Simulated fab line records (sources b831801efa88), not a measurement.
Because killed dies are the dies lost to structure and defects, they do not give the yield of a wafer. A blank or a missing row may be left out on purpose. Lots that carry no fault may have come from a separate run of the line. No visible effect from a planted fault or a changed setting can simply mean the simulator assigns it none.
Lot-split experiment + flow sky130 + 5 lots, 19 wafers read, on a route of 708 steps

SPLIT DETAILS
At SKY_METAL3_METAL_ETCH_18 (etches the open film in Cl2/BCl3, stops on SiO2, target depth 845 nm, time 183.1 s), the setting bias_w was moved away from the recipe's 48.5 W on 6 of the 19 wafers read, by -7.4% to +10.9%. All remaining wafers had this setting at the recipe value.

The reading comes from the split's own step.

THE READING
KrF-thick_of_METAL3_COAT_08.thk_nm (the simulator's own value, which no gauge read), in nm, at SKY_METAL3_METAL_ETCH_18 (etches the open film in Cl2/BCl3, stops on SiO2, target depth 845 nm, time 183.1 s). The file does not state a usual value for it. Average 524.0 nm, standard deviation 5.2 nm, over the 13 wafers here run with the recipe.

| wafer  | tool, chamber at the split | bias_w as run, W | against the recipe | KrF-thick_of_METAL3_COAT_08.thk_nm, nm | against lot-mates on the recipe |
|--------|----------------------------|------------------|--------------------|----------------------------------------|---------------------------------|
| L076.1 | rie_metal-03, 0            | 53.78            | +10.9%             | 491.3                                  | -35.7                           |
| L076.2 | rie_metal-03, 1            | 48.5             | recipe             | 533.7                                  | -                               |
| L076.3 | rie_metal-03, 0            | 48.5             | recipe             | 520.2                                  | -                               |
| L077.3 | rie_metal-03, 1            | 48.5             | recipe             | 532                                    | -                               |
| L077.5 | rie_metal-03, 1            | 44.95            | -7.3%              | 547                                    | +15.0                           |
| L077.6 | rie_metal-03, 1            | 44.95            | -7.3%              | 540.8                                  | +8.8                            |
| L079.2 | rie_metal-02, 0            | 44.91            | -7.4%              | 541.8                                  | +21.5                           |
| L079.3 | rie_metal-02, 1            | 44.91            | -7.4%              | 540.8                                  | +20.5                           |
| L079.4 | rie_metal-02, 0            | 48.5             | recipe             | 523.6                                  | -                               |
| L079.5 | rie_metal-02, 1            | 44.91            | -7.4%              | 541.4                                  | +21.1                           |
| L079.6 | rie_metal-02, 0            | 48.5             | recipe             | 516.9                                  | -                               |
| L081.2 | rie_metal-02, 1            | 48.5             | recipe             | 526.7                                  | -                               |
| L081.4 | rie_metal-02, 1            | 48.5             | recipe             | 529.3                                  | -                               |
| L081.6 | rie_metal-02, 1            | 48.5             | recipe             | 524.9                                  | -                               |
| L085.1 | rie_metal-02, 1            | 48.5             | recipe             | 525.4                                  | -                               |
| L085.2 | rie_metal-02, 1            | 48.5             | recipe             | 521.3                                  | -                               |
| L085.4 | rie_metal-02, 1            | 48.5             | recipe             | 516.3                                  | -                               |
| L085.5 | rie_metal-02, 1            | 48.5             | recipe             | 522.4                                  | -                               |
| L085.6 | rie_metal-02, 1            | 48.5             | recipe             | 519.7                                  | -                               |

FIT RESULTS
A straight line over all 19 wafers: KrF-thick_of_METAL3_COAT_08.thk_nm changes by -2.68 nm for each +1% of bias_w; r = -0.93; the points scatter about the line by 4.8 nm.
The same after taking each lot's own level away (the mean of its wafers on the recipe; 19 wafers): -2.71 nm for each +1%; r = -0.94; scatter 4.4 nm.
The reading moves by 29 nm for the largest change in bias_w, on that fit.
The span of the lots' own levels, 520.25 to 532.00 nm, comes to 2.3 times the standard deviation stated above.
The two slopes are in agreement: the lot-to-lot level therefore moves the slope only a little.
Check: for one of the wafers moved furthest among these (+10.9%), held out of the fit, the line's prediction against its lot-mates is -25.8 nm. It came out at -35.7 nm against them.
Tool readings at the split's step, against how far the setting was moved: oes_product_au r = +0.07.

THE WHOLE CHAIN: every reading that the file lists as answering this split, in the file's order
| step                     | what it does                                                                       | reading                                                                             | change (the file's fit)              | r (the file's) |
|--------------------------|------------------------------------------------------------------------------------|-------------------------------------------------------------------------------------|--------------------------------------|----------------|
| SKY_METAL3_METAL_ETCH_18 | etches the open film in Cl2/BCl3, stops on SiO2, target depth 845 nm, time 183.1 s | KrF-thick_of_METAL3_COAT_08.thk_nm (the simulator's own value, which no gauge read) | -2.79 nm for each +1% of the setting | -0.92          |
| SKY_METAL3_STRIP_19      | strips in O2/N2                                                                    | strip_time_to_endpoint_s                                                            | withheld for each +1% of the setting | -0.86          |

THE FILE'S OWN FIT
KrF-thick_of_METAL3_COAT_08.thk_nm changes by -2.79 nm for each +1% of bias_w, r = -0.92.
